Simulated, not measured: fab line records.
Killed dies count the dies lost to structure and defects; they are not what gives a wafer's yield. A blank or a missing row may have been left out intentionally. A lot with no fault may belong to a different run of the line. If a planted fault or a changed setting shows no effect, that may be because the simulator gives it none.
Which tool did it? / flow sky130 / 14 lots, 42 wafers sampled, at 3 steps of a route of 708

== WHAT THE GAUGES READ, wafer by wafer ==
SKY_VIA3_RS_MEAS_22: a four-point-probe measurement. Usual: VIA3_W_RS gives 0.294 ohm/sq (standard deviation 0.003).
lot=L125; measured=day 39 10:05; on=film metro-04; VIA3_W_RS (ohm/sq)=0.290 0.287 0.291; flag=
lot=L126; measured=day 39 11:05; on=film metro-02; VIA3_W_RS (ohm/sq)=0.293 0.298 0.296; flag=
lot=L127; measured=day 39 15:46; on=film metro-02; VIA3_W_RS (ohm/sq)=0.290 0.296 0.295; flag=
lot=L130; measured=day 40 22:22; on=film metro-02; VIA3_W_RS (ohm/sq)=0.294 0.296 0.293; flag=
lot=L131; measured=day 41 01:50; on=film metro-03; VIA3_W_RS (ohm/sq)=0.297 0.293 0.296; flag=
lot=L133; measured=day 41 15:47; on=film metro-02; VIA3_W_RS (ohm/sq)=0.299 0.299 0.295; flag=
lot=L139; measured=day 43 05:07; on=film metro-04; VIA3_W_RS (ohm/sq)=56.021 57.398 56.563; flag=OFF
lot=L140; measured=day 43 14:57; on=film metro-03; VIA3_W_RS (ohm/sq)=57.225 55.771 56.139; flag=OFF
lot=L142; measured=day 44 03:01; on=film metro-03; VIA3_W_RS (ohm/sq)=0.295 0.291 0.292; flag=
lot=L145; measured=day 45 03:43; on=film metro-03; VIA3_W_RS (ohm/sq)=0.293 0.292 0.294; flag=
lot=L144; measured=day 45 05:57; on=film metro-02; VIA3_W_RS (ohm/sq)=0.293 0.293 0.289; flag=
lot=L146; measured=day 45 12:33; on=film metro-02; VIA3_W_RS (ohm/sq)=0.297 0.295 0.297; flag=
lot=L147; measured=day 45 13:14; on=film metro-02; VIA3_W_RS (ohm/sq)=0.295 0.294 0.295; flag=
lot=L148; measured=day 45 17:52; on=film metro-02; VIA3_W_RS (ohm/sq)=0.288 0.287 0.291; flag=

SKY_VIA3_THK_MEAS_23: measures by xrf. Usual: VIA3_W_THK gives 366 nm (standard deviation 4.7).
lot=L125; measured=day 39 10:11; on=film metro-04; VIA3_W_THK (nm)=368 369 363; flag=
lot=L126; measured=day 39 11:12; on=film metro-02; VIA3_W_THK (nm)=368 361 364; flag=
lot=L127; measured=day 39 15:53; on=film metro-02; VIA3_W_THK (nm)=374 367 365; flag=
lot=L130; measured=day 40 22:29; on=film metro-02; VIA3_W_THK (nm)=367 366 368; flag=
lot=L131; measured=day 41 01:58; on=film metro-03; VIA3_W_THK (nm)=366 373 370; flag=
lot=L133; measured=day 41 15:53; on=film metro-02; VIA3_W_THK (nm)=364 364 367; flag=
lot=L139; measured=day 43 05:14; on=film metro-04; VIA3_W_THK (nm)=<0 <0 -; flag=OFF
lot=L140; measured=day 43 15:04; on=film metro-03; VIA3_W_THK (nm)=- - -; flag=OFF
lot=L142; measured=day 44 03:08; on=film metro-03; VIA3_W_THK (nm)=366 370 369; flag=
lot=L145; measured=day 45 03:49; on=film metro-03; VIA3_W_THK (nm)=365 366 366; flag=
lot=L144; measured=day 45 06:04; on=film metro-02; VIA3_W_THK (nm)=365 366 371; flag=
lot=L146; measured=day 45 12:40; on=film metro-02; VIA3_W_THK (nm)=364 364 364; flag=
lot=L147; measured=day 45 13:22; on=film metro-02; VIA3_W_THK (nm)=368 366 367; flag=
lot=L148; measured=day 45 17:59; on=film metro-02; VIA3_W_THK (nm)=374 376 370; flag=

== EACH LOT AND THE TOOL THAT RAN IT (in order: tool; ch and the chambers of the sampled wafers; start) ==
lot=L125; SKY_VIA3_CVD_21=cvd w-02 ch 0,1, day 39 09:58
lot=L126; SKY_VIA3_CVD_21=cvd w-01 ch 0,1, day 39 10:57
lot=L127; SKY_VIA3_CVD_21=cvd w-02 ch 0,1, day 39 15:38
lot=L130; SKY_VIA3_CVD_21=cvd w-01 ch 0,1, day 40 22:14
lot=L131; SKY_VIA3_CVD_21=cvd w-01 ch 0,1, day 41 01:43
lot=L133; SKY_VIA3_CVD_21=cvd w-02 ch 0,1, day 41 15:38
lot=L139; SKY_VIA3_CVD_21=cvd w-02 ch 0,1, day 43 05:00
lot=L140; SKY_VIA3_CVD_21=cvd w-01 ch 0,1, day 43 14:50
lot=L142; SKY_VIA3_CVD_21=cvd w-01 ch 0,1, day 44 02:50
lot=L145; SKY_VIA3_CVD_21=cvd w-01 ch 0,1, day 45 03:34
lot=L144; SKY_VIA3_CVD_21=cvd w-02 ch 0,1, day 45 05:50
lot=L146; SKY_VIA3_CVD_21=cvd w-01 ch 0,1, day 45 12:26
lot=L147; SKY_VIA3_CVD_21=cvd w-01 ch 0, day 45 13:07
lot=L148; SKY_VIA3_CVD_21=cvd w-02 ch 0,1, day 45 17:38
- SKY_VIA3_CVD_21: deposits W, target thk 390 nm, time 117.31 s.

== WHAT THE TOOLS THEMSELVES READ (means of the sampled wafers that have a number; where no wafer has one, the mark that the record gives instead) ==
SKY_VIA3_CVD_21. Usual: chamber pressure Torr 40.00 Torr, standard deviation 0.083; heater power outer w 594 W, standard deviation 90; heater power w 948 W, standard deviation 120.
lot=L125; tool=cvd w-02; chamber pressure Torr (Torr)=39.98; heater power outer w (W)=486; heater power w (W)=842; flag=
lot=L126; tool=cvd w-01; chamber pressure Torr (Torr)=39.91; heater power outer w (W)=660; heater power w (W)=1035; flag=
lot=L127; tool=cvd w-02; chamber pressure Torr (Torr)=40.07; heater power outer w (W)=488; heater power w (W)=849; flag=
lot=L130; tool=cvd w-01; chamber pressure Torr (Torr)=39.98; heater power outer w (W)=659; heater power w (W)=1025; flag=
lot=L131; tool=cvd w-01; chamber pressure Torr (Torr)=39.93; heater power outer w (W)=662; heater power w (W)=1026; flag=
lot=L133; tool=cvd w-02; chamber pressure Torr (Torr)=39.98; heater power outer w (W)=495; heater power w (W)=845; flag=
lot=L139; tool=cvd w-02; chamber pressure Torr (Torr)=-; heater power outer w (W)=-; heater power w (W)=-; flag=OFF
lot=L140; tool=cvd w-01; chamber pressure Torr (Torr)=-; heater power outer w (W)=-; heater power w (W)=-; flag=OFF
lot=L142; tool=cvd w-01; chamber pressure Torr (Torr)=40.00; heater power outer w (W)=661; heater power w (W)=1016; flag=
lot=L145; tool=cvd w-01; chamber pressure Torr (Torr)=40.06; heater power outer w (W)=647; heater power w (W)=960; flag=
lot=L144; tool=cvd w-02; chamber pressure Torr (Torr)=40.10; heater power outer w (W)=553; heater power w (W)=937; flag=
lot=L146; tool=cvd w-01; chamber pressure Torr (Torr)=40.01; heater power outer w (W)=661; heater power w (W)=1031; flag=
lot=L147; tool=cvd w-01; chamber pressure Torr (Torr)=40.01; heater power outer w (W)=672; heater power w (W)=1090; flag=
lot=L148; tool=cvd w-02; chamber pressure Torr (Torr)=40.00; heater power outer w (W)=544; heater power w (W)=927; flag=

== THE ANSWER, worked out from the rows above alone ==
Rule: take the mean of a lot's wafers that have a number; if it is more than 3 standard deviations from the usual mean, the lot is off. Also off: a lot with no number at a reading for which 4 or more lots have one. Any other lot the step has rows for is counted as sound. The gauges are gone through in route order, then the tools' own readings, and for those a lot's mean is taken as printed above. The first step at which some lot is off is used, and at that step the reading that is off furthest; a lot without a number counts as furthest.
Off: at SKY_VIA3_RS_MEAS_22 (VIA3_W_RS), L139, L140.
A tool fits if, at a process step before that reading, it ran every lot that is off, and no sound lot after the first of them. The gauges at SKY_VIA3_RS_MEAS_22 aren't tried: what is off there is off at SKY_VIA3_CVD_21 too, on other tools, and a gauge's error can't cause that. No candidate that was tried fits.

== WHAT HAD BEEN PUT IN BY THE SIMULATOR ==
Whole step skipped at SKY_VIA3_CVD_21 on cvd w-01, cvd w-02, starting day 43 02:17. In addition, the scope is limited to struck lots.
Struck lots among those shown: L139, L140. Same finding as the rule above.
